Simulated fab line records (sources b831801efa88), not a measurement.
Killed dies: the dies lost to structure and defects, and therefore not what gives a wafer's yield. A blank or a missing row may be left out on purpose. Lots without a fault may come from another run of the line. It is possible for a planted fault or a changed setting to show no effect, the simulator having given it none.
Commonality check across tools ; flow sky130 ; 16 lots, 48 wafers sampled

## REASON FOR OPENING
At SKY_VT_ADJUST_HVTP_TW_MEAS_11 the reading VT_ADJUST_HVTP_TW is flagged on 4 of 16 lots. Fault-free wafers read 1354, with a standard deviation of 17.
Rule: a lot is flagged when every wafer of it that has a number lies more than 4 standard deviations from that mean, or none has a number. The rest of the lots are taken to be sound.

lot;measured;on;VT_ADJUST_HVTP_TW, wafer by wafer;flag
L608;day 6 18:04;film metro-04;1320 1321 1329;
L609;day 7 01:47;film metro-01;1371 1368 1372;
L610;day 7 03:04;film metro-04;1326 1328 1323;
L612;day 7 07:49;film metro-01;1374 1371 1377;
L613;day 7 13:52;film metro-03;1351 1354 1356;
L614;day 7 19:04;film metro-01;1369 1365 1373;
L615;day 8 04:44;film metro-01;1377 1377 1376;
L616;day 8 08:04;film metro-03;1352 1348 1348;
L618;day 8 16:19;film metro-03;1347 1349 1352;
L619;day 8 22:39;film metro-03;1354 1344 1361;
L621;day 9 09:59;film metro-04;1324 1331 1338;
L622;day 9 15:09;film metro-04;1329 1330 1332;
L624;day 10 03:55;film metro-03;759 759 759;FLAGGED
L625;day 10 08:50;film metro-03;761 759 761;FLAGGED
L626;day 10 18:17;film metro-03;762 758 761;FLAGGED
L627;day 10 23:30;film metro-01;767 761 769;FLAGGED
The mean of the flagged lots' numbers is 761, -593 from the usual (-35 standard deviations).

## TOOL THAT RAN EACH LOT
The record holds 2 process steps before the reading, out of a route of 708 steps. Each cell gives the tool, then ch followed by the chambers the sampled wafers passed through, then the start.
lot;flag;SKY_PWDE_STRIP_09;SKY_VT_ADJUST_HVTP_IMPLANT_09
L608;;plasma asher-02 ch 0,1, day 4 09:31;implanter-01 ch 0, day 6 17:50
L609;;plasma asher-04 ch 0,1, day 4 17:38;implanter-03 ch 0, day 7 01:32
L610;;plasma asher-02 ch 0,1, day 4 17:59;implanter-01 ch 0, day 7 02:49
L612;;plasma asher-02 ch 0,1, day 4 22:44;implanter-01 ch 0, day 7 07:34
L613;;plasma asher-01 ch 0,1, day 5 04:31;implanter-01 ch 0, day 7 13:40
L614;;plasma asher-01 ch 0,1, day 5 08:55;implanter-02 ch 0, day 7 18:50
L615;;plasma asher-04 ch 0,1, day 5 18:55;implanter-01 ch 0, day 8 04:29
L616;;plasma asher-04 ch 0,1, day 5 22:47;implanter-02 ch 0, day 8 07:49
L618;;plasma asher-02 ch 0,1, day 6 05:53;implanter-02 ch 0, day 8 16:04
L619;;plasma asher-02 ch 0,1, day 6 11:38;implanter-02 ch 0, day 8 22:24
L621;;plasma asher-02 ch 0,1, day 6 22:22;implanter-01 ch 0, day 9 09:46
L622;;plasma asher-01 ch 0,1, day 7 02:32;implanter-01 ch 0, day 9 14:55
L624;FLAGGED;plasma asher-02 ch 1, day 7 13:23;implanter-03 ch 0, day 10 03:41
L625;FLAGGED;plasma asher-04 ch 0,1, day 7 17:37;implanter-01 ch 0, day 10 08:35
L626;FLAGGED;plasma asher-02 ch 0,1, day 7 23:47;implanter-01 ch 0, day 10 18:02
L627;FLAGGED;plasma asher-04 ch 0,1, day 8 06:02;implanter-01 ch 0, day 10 23:15
These steps, and what they do:
- SKY_PWDE_STRIP_09: strips in O2/N2.
- SKY_VT_ADJUST_HVTP_IMPLANT_09
- SKY_VT_ADJUST_HVTP_TW_MEAS_11

## FLAGGED OVER TOTAL, TOOL BY TOOL (the gauges that took the reading come last)
step;tool;lots run;flagged;share of the flagged lots;sound lots run after its first flagged lot
SKY_PWDE_STRIP_09;plasma asher-01;3;0;none;-
SKY_PWDE_STRIP_09;plasma asher-02;8;2;some;0
SKY_PWDE_STRIP_09;plasma asher-04;5;2;some;0
SKY_VT_ADJUST_HVTP_IMPLANT_09;implanter-01;10;3;some;0
SKY_VT_ADJUST_HVTP_IMPLANT_09;implanter-02;4;0;none;-
SKY_VT_ADJUST_HVTP_IMPLANT_09;implanter-03;2;1;some;0
SKY_VT_ADJUST_HVTP_TW_MEAS_11;film metro-01;5;1;some;0
SKY_VT_ADJUST_HVTP_TW_MEAS_11;film metro-03;7;3;some;0
SKY_VT_ADJUST_HVTP_TW_MEAS_11;film metro-04;4;0;none;-

## WHAT THE TABLE ALLOWS
No row of the table ran every flagged lot.

## WHAT THE SIMULATOR HAD PUT IN
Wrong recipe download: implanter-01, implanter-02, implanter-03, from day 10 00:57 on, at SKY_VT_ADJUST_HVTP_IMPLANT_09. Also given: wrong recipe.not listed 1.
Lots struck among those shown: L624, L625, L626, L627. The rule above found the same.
